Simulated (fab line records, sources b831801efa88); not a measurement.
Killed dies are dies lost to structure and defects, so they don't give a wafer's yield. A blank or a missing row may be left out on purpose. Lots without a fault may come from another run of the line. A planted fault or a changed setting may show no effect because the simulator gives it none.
A struck lot beside a sound one | flow sky130 | 15 steps out of a route of 708
Sound: wafers L105.3, L105.4, L105.6. Struck: wafers L113.1, L113.2, L113.6. The cause comes at the end.
At each step with rows: each side's tool, then ch and its chambers, then its first start. Under that, the readings that differ: sound wafers | struck wafers | difference of the means | sigmas: that difference in standard deviations of wafers without a fault.
alike: readings whose means differ by less than 2 such deviations, and words and numbers that are the same on both sides. not compared: withheld readings, readings that some wafer has no value for, bounds like >300 that may hide the same value, and numbers for which the record gives no deviation and whose values overlap.
The two part at a step that has a row with sigmas, a row that says differs or no value, or rows on one side only. Numbers that don't overlap but have no deviation are shown without sigmas and don't part them. A reading that every wafer of one side lacks parts them only if that side has two wafers or more.

SKY_LDD_HVN_OVL_MEAS_07:
  sound on overlay-02, day 21 10:41; struck on overlay-02, day 25 17:03
  alike: LDD_HVN_OVL
then, 1 step without rows for these wafers: SKY_LDD_HVN_IMPLANT_08.
SKY_LDD_HVN_STRIP_09: strips in O2/N2.
  sound on plasma_asher-04 ch 0,1, day 21 11:00; struck on plasma_asher-02 ch 0,1, day 25 17:14
  alike: drypump_motor_current_A, oes_product_au, strip_time_to_endpoint_s
  not compared: rf_hours_counter_h
SKY_LDD_HVN_TW_MEAS_10:
  sound on film_metro-03, day 21 11:05; struck on film_metro-04, day 25 17:20
  alike: LDD_HVN_TW
then, 7 steps without rows for these wafers: SKY_LDD_HVP_DEHYDRATE_00 (time 60 s); SKY_LDD_HVP_HMDS_01 (prime time 60 s); SKY_LDD_HVP_COAT_02 (resist thk 300 nm); SKY_LDD_HVP_SOFTBAKE_03 (time 60 s); SKY_LDD_HVP_EXPOSE_04 (exposes mask HVPTM, target cd 700 nm); SKY_LDD_HVP_PEB_05; SKY_LDD_HVP_DEVELOP_06 (develop time 60 s).
SKY_LDD_HVP_OVL_MEAS_07:
  sound on overlay-02, day 22 16:58; struck on overlay-01, day 26 22:34
  reading          | sound       | struck         | difference | sigmas
  LDD_HVP_OVL (nm) | 1.7 3.0 4.7 | -1.1 -0.3 -1.0 | -3.9       | -3
SKY_LDD_HVP_IMPLANT_08:
  sound on implanter-03 ch 0, day 22 17:02; struck on implanter-04 ch 0, day 26 22:37
  reading       | sound                           | struck                          | difference  | sigmas
  dose_ions_cm2 | 1.698e+13 1.6987e+13 1.6999e+13 | 1.6703e+13 1.673e+13 1.6743e+13 | -2.6333e+11 | -14
SKY_LDD_HVP_STRIP_09: strips in O2/N2.
  sound on plasma_asher-01 ch 0,1, day 22 17:11; struck on plasma_asher-01 ch 0,1, day 26 22:46
  alike: drypump_motor_current_A, oes_product_au, strip_time_to_endpoint_s
  not compared: rf_hours_counter_h
-- the record jumps here: 22 days lie between the struck wafers' starts before and after (it left off in module LDD_HVP and takes up again in module PAD_OPEN, whose first step shown is number 708 of the route) --
SKY_PAD_OPEN_PROBE_99:
  sound on prober-01, day 46 11:05; struck on prober-01, day 49 04:40
  alike: killed_at_M0_to_M3, killed_at_M4_up, killed_at_contacts, killed_at_front_end, killed_at_other, killed_dies, killed_open, killed_short

WHERE THEY PART
First at SKY_LDD_HVP_OVL_MEAS_07; last, within this record, at SKY_LDD_HVP_IMPLANT_08. Later steps at which nothing parts them and some readings are alike: SKY_LDD_HVP_STRIP_09, SKY_PAD_OPEN_PROBE_99.

WHY: what the simulator had put in
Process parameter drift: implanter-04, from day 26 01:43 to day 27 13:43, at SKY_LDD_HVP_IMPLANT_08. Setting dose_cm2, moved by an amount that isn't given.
